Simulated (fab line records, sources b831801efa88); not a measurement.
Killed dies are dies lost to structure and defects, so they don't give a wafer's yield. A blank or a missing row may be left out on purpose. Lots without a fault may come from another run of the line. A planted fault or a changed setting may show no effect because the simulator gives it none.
Which tool did it? | flow sky130 | 12 lots, 36 wafers sampled, at 5 steps of a route of 708

WHAT THE GAUGES READ, wafer by wafer
SKY_VT_ADJUST_HVTR_TW_MEAS_11.
lot  | measured     | on            | VT_ADJUST_HVTR_TW
L886 | day 9 19:07  | film_metro-02 | 210.3 210.3 209.8
L887 | day 10 22:39 | film_metro-04 | 214.3 214.1 213.5
L888 | day 11 00:48 | film_metro-02 | 210.3 210.9 210.4
L890 | day 11 14:59 | film_metro-03 | 214.1 214.6 213.4
L889 | day 11 17:22 | film_metro-03 | 211.4 213.1 211.8
L891 | day 11 20:51 | film_metro-04 | 214.0 212.8 213.4
L892 | day 11 21:40 | film_metro-03 | 212.9 212.2 212.6
L893 | day 12 02:10 | film_metro-03 | 213.9 213.2 213.8
L896 | day 12 18:17 | film_metro-02 | 210.4 210.8 211.2
L897 | day 13 07:39 | film_metro-02 | 209.6 209.7 210.4
L900 | day 13 21:45 | film_metro-03 | 213.0 212.8 212.8
L901 | day 14 06:11 | film_metro-02 | 212.2 211.5 210.1

SKY_VT_ADJUST_PCH_OVL_MEAS_07.
lot  | measured     | on         | VT_ADJUST_PCH_OVL (nm)
L886 | day 10 17:25 | overlay-02 | 1.0 -0.2 1.7
L887 | day 11 21:42 | overlay-01 | 0.7 -0.5 -0.8
L888 | day 11 23:47 | overlay-02 | 1.4 0.6 0.2
L890 | day 12 15:24 | overlay-02 | 2.1 2.2 0.0
L889 | day 12 18:09 | overlay-01 | -0.8 -1.3 0.6
L891 | day 12 21:08 | overlay-01 | 1.5 0.9 0.5
L892 | day 12 22:23 | overlay-01 | 0.2 1.5 2.2
L893 | day 13 03:21 | overlay-02 | 0.9 -1.8 -0.9
L896 | day 13 19:48 | overlay-01 | -1.6 -0.4 -0.1
L897 | day 14 08:32 | overlay-01 | 0.3 0.8 -0.6
L900 | day 14 23:38 | overlay-01 | 0.8 0.3 0.2
L901 | day 15 08:40 | overlay-01 | -1.0 1.0 -0.9

SKY_SONOS_ONO_THK_MEAS_05.
lot  | measured     | on            | SONOS_ONO_CVD_04_THK (nm)
L886 | day 11 22:18 | film_metro-03 | 5.53 5.58 5.58
L887 | day 13 03:55 | film_metro-04 | 5.66 5.62 5.70
L888 | day 13 07:58 | film_metro-01 | 5.56 5.59 5.55
L890 | day 13 22:50 | film_metro-03 | 5.75 5.77 5.66
L889 | day 14 00:14 | film_metro-01 | 5.61 5.59 5.57
L891 | day 14 04:28 | film_metro-01 | 5.79 5.77 5.73
L892 | day 14 05:43 | film_metro-04 | 5.80 5.70 5.69
L893 | day 14 11:41 | film_metro-01 | 5.76 5.76 5.79
L896 | day 15 02:29 | film_metro-01 | 5.83 5.76 5.80
L897 | day 15 18:21 | film_metro-01 | 5.85 5.78 5.85
L900 | day 16 14:51 | film_metro-01 | 5.77 5.69 5.70
L901 | day 16 19:16 | film_metro-04 | 6.56 6.44 6.51 6.53 6.51 6.55

SKY_SONOS_ONO_OVL_MEAS_14.
lot  | measured     | on         | SONOS_ONO_OVL (nm)
L886 | day 12 22:43 | overlay-01 | 0.8 1.2 0.5
L887 | day 14 05:34 | overlay-02 | -1.2 -1.2 -0.3
L888 | day 14 08:49 | overlay-02 | -1.1 -1.5 -0.4
L890 | day 15 00:10 | overlay-01 | -0.8 -2.2 0.0
L889 | day 15 03:00 | overlay-02 | -1.3 -1.1 0.1
L891 | day 15 06:54 | overlay-02 | -2.2 -3.5 -1.8
L892 | day 15 07:01 | overlay-01 | 2.0 1.8 2.6
L893 | day 15 13:55 | overlay-02 | -0.4 -3.1 -2.3
L896 | day 16 05:16 | overlay-02 | -2.9 -2.2 0.8
L897 | day 16 20:45 | overlay-01 | -0.7 -1.3 -1.8
L900 | day 17 16:43 | overlay-02 | 1.3 -0.3 2.3
L901 | day 17 23:47 | overlay-02 | 1.4 -1.3 0.4

WHICH TOOL RAN EACH LOT (tool, then ch and the chambers of the sampled wafers, then the start)
lot  | SKY_SONOS_ONO_CVD_04
L886 | lpcvd-03 ch 0, day 11 21:02
L887 | lpcvd-03 ch 1, day 13 02:40
L888 | lpcvd-03 ch 0, day 13 06:43
L890 | lpcvd-03 ch 1, day 13 21:35
L889 | lpcvd-03 ch 0, day 13 22:58
L891 | lpcvd-03 ch 0, day 14 02:35
L892 | lpcvd-03 ch 0, day 14 04:28
L893 | lpcvd-03 ch 0, day 14 10:26
L896 | lpcvd-03 ch 0, day 15 01:14
L897 | lpcvd-03 ch 1, day 15 17:05
L900 | lpcvd-03 ch 0, day 16 13:36
L901 | lpcvd-03 ch 0, day 16 17:59
- SKY_SONOS_ONO_CVD_04: deposits SiO2 from SiH4/N2O, target thk 5.7199 nm.

WHAT THE TOOLS THEMSELVES READ (means of the sampled wafers that have a number; where no wafer has one, the mark that the record gives instead)
SKY_SONOS_ONO_CVD_04.
lot  | tool     | spike_tc_centre_C (C) | spike_tc_lower_C (C) | spike_tc_top_C (C) | spike_tc_upper_C (C) | susceptor_temp_C (C) | zone_power_centre_pct (%)
L886 | lpcvd-03 | 903.1                 | 901.1                | 912.5              | 899.5                | 900.1                | 19.3
L887 | lpcvd-03 | 901.1                 | 899.9                | 911.0              | 901.4                | 900.1                | 17.6
L888 | lpcvd-03 | 902.0                 | 902.4                | 912.8              | 900.9                | 899.3                | 19.3
L890 | lpcvd-03 | 900.6                 | 899.3                | 911.5              | 900.9                | 900.6                | 17.7
L889 | lpcvd-03 | 903.9                 | 901.3                | 911.2              | 900.7                | 900.4                | 19.1
L891 | lpcvd-03 | 902.8                 | 902.1                | 911.3              | 899.9                | 899.4                | 19.2
L892 | lpcvd-03 | 902.3                 | 901.2                | 911.4              | 899.1                | 900.1                | 19.3
L893 | lpcvd-03 | 902.9                 | 902.2                | 911.4              | 900.8                | 900.1                | 19.1
L896 | lpcvd-03 | 902.4                 | 901.1                | 911.3              | 900.6                | 899.8                | 19.1
L897 | lpcvd-03 | 900.9                 | 899.1                | 911.8              | 901.2                | 899.7                | 17.8
L900 | lpcvd-03 | 902.8                 | 902.3                | 912.0              | 899.5                | 900.5                | 19.3
L901 | lpcvd-03 | 911.2                 | 910.3                | 919.9              | 908.1                | 908.7                | 19.6

THE ANSWER, worked out from the rows above alone
Rule: what is usual is taken from the lots themselves. Put in order of their means at a reading, lots are off if they are a third of the lots or fewer, leave a main group of 4 or more, and stand apart from it by a gap of 3 or more times the standard deviation of the main group's means; of several such gaps the widest counts. A main group whose means are all the same, to the digits that the tables above print for the reading, isn't used. A lot without any number at a reading at which 4 lots or more have one is off too. The other lots that the step has rows for count as sound. The gauges are gone through in route order, then the tools' own readings, and for those a lot's mean is taken as printed above. The first step at which some lot is off is used, and at that step the reading that is off furthest; a lot without a number counts as furthest.
Off: L901, at SKY_SONOS_ONO_THK_MEAS_05 (SONOS_ONO_CVD_04_THK). The main group: mean 5.70 nm, standard deviation 0.089.
A tool fits if, at a process step before that reading, it ran every lot that is off, and no sound lot after the first of them. The gauges at SKY_SONOS_ONO_THK_MEAS_05 aren't tried: what is off there is off at SKY_SONOS_ONO_CVD_04 too, on other tools, and a gauge's error can't cause that. One fits: lpcvd-03 at SKY_SONOS_ONO_CVD_04. Its last sound lot is L900 (day 16 13:36), its first lot that is off L901 (day 16 17:59): a fault that began between those two fits.
The tool's own readings at SKY_SONOS_ONO_CVD_04 bear it out: on the lots that are off they differ by more than 5 times the standard deviation of the sound lots' means. spike_tc_centre_C reads 911.2 C there against 902.3 C on the sound lots; spike_tc_lower_C reads 910.3 C there against 901.1 C on the sound lots; spike_tc_top_C reads 919.9 C there against 911.7 C on the sound lots; spike_tc_upper_C reads 908.1 C there against 900.4 C on the sound lots; susceptor_temp_C reads 908.7 C there against 900.0 C on the sound lots.

WHAT THE SIMULATOR HAD PUT IN
Process parameter drift: lpcvd-03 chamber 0, from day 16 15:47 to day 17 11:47, at SKY_SONOS_ONO_CVD_04. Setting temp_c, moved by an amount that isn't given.
Lots struck among those shown: L901. The rule above found the same.
